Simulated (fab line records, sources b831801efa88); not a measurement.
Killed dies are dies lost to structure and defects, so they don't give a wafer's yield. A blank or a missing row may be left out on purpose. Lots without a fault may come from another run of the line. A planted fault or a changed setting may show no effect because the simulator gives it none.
One fault seen from 2 desks | flow gf180mcu | each desk has only its own numbers; what lay behind them comes last

THE TOOL OWNER'S DESK: implanter-02
The tool's own readings at GF_PSD_IMPLANT_09: means of the sampled wafers that have a number, for each lot that ran on this tool. A lot is out of limits, marked OUT, if its mean lies more than 4 standard deviations from the usual mean; the brackets give that distance.
Columns: A = dose_ions_cm2 at GF_PSD_IMPLANT_09, usual 1.5001e+15; B = end_station_pressure_torr at GF_PSD_IMPLANT_09, usual 1.17e-05 Torr; C = faraday_current_uA at GF_PSD_IMPLANT_09, usual 8244
lot  | first seen here | A                            | B                   | C
L340 | day 15 06:41    | 1.5013e+15                   | 1.22e-05            | 8136
L341 | day 15 17:26    | 1.4985e+15                   | 1.14e-05            | 8244
L343 | day 16 08:24    | 1.5000e+15                   | 1.21e-05            | 8280
L344 | day 16 19:09    | 9.3683e+14 (-99 or more) OUT | 9.57e-06            | 5195 (-18) OUT
L346 | day 17 10:02    | 9.3713e+14 (-99 or more) OUT | 8.87e-06 (-4.7) OUT | 5125 (-18) OUT
L358 | day 21 17:20    | 1.5004e+15                   | 1.15e-05            | 8108
This desk's finding: out of limits on L344, L346; first on L344, day 16 19:09 (dose_ions_cm2 at GF_PSD_IMPLANT_09). In limits: L340, L341, L343, L358.

THE METROLOGY DESK
What the gauges read, lot by lot, whatever tool the lot ran on: means of the sampled wafers that have a number. A lot is out of limits, marked OUT, if its mean lies more than 4 standard deviations from the usual mean; the brackets give that distance.
Columns: A = NWELL_OVL at GF_NWELL_OVL_MEAS_07, usual -0.2 nm; B = PSD_TW at GF_PSD_TW_MEAS_11, usual 3160; C = PSD_RS at GF_PSD_RS_MEAS_15, usual 108.56 ohm/sq
lot  | first seen here | A    | B              | C
L338 | day 3 13:45     | 0.0  | 3148           | 108.59
L340 | day 3 23:21     | 1.2  | 3205           | 108.42
L341 | day 4 05:09     | -1.1 | 3137           | 108.85
L343 | day 4 16:12     | 0.5  | 3169           | 108.38
L344 | day 4 21:18     | -0.1 | 2861 (-15) OUT | 138.64 (+99 or more) OUT
L346 | day 5 07:37     | -1.5 | 2825 (-17) OUT | 140.63 (+99 or more) OUT
L353 | day 6 23:46     | -0.7 | 3161           | 108.26
L354 | day 7 03:26     | -1.5 | 3172           | 108.31
L355 | day 7 12:19     | 0.1  | 3166           | 108.41
L358 | day 8 02:15     | -0.8 | 3153           | 108.07
L360 | day 8 13:56     | -1.5 | 3163           | 108.73
This desk's finding: out of limits on L344, L346; first on L344, day 16 19:24 (PSD_TW at GF_PSD_TW_MEAS_11). In limits: L338, L340, L341, L343, L353, L354, L355, L358, L360.

PUT TOGETHER
The tool owner's desk could have raised an alarm at day 16 19:09, on L344, L346.
The metrology desk could have raised an alarm at day 16 19:24, on L344, L346.
Of the lots named, all ran GF_PSD_IMPLANT_09 on implanter-02.

WHAT THE SIMULATOR HAD PUT IN
Process parameter drift: implanter-02, from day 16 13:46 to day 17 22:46, at GF_PSD_IMPLANT_09. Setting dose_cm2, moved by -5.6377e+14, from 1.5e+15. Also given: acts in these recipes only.
Lots struck among those shown: L344, L346.
Hours from the fault's start to each desk's first reading out of limits: the tool owner's desk, 5; the metrology desk, 6.
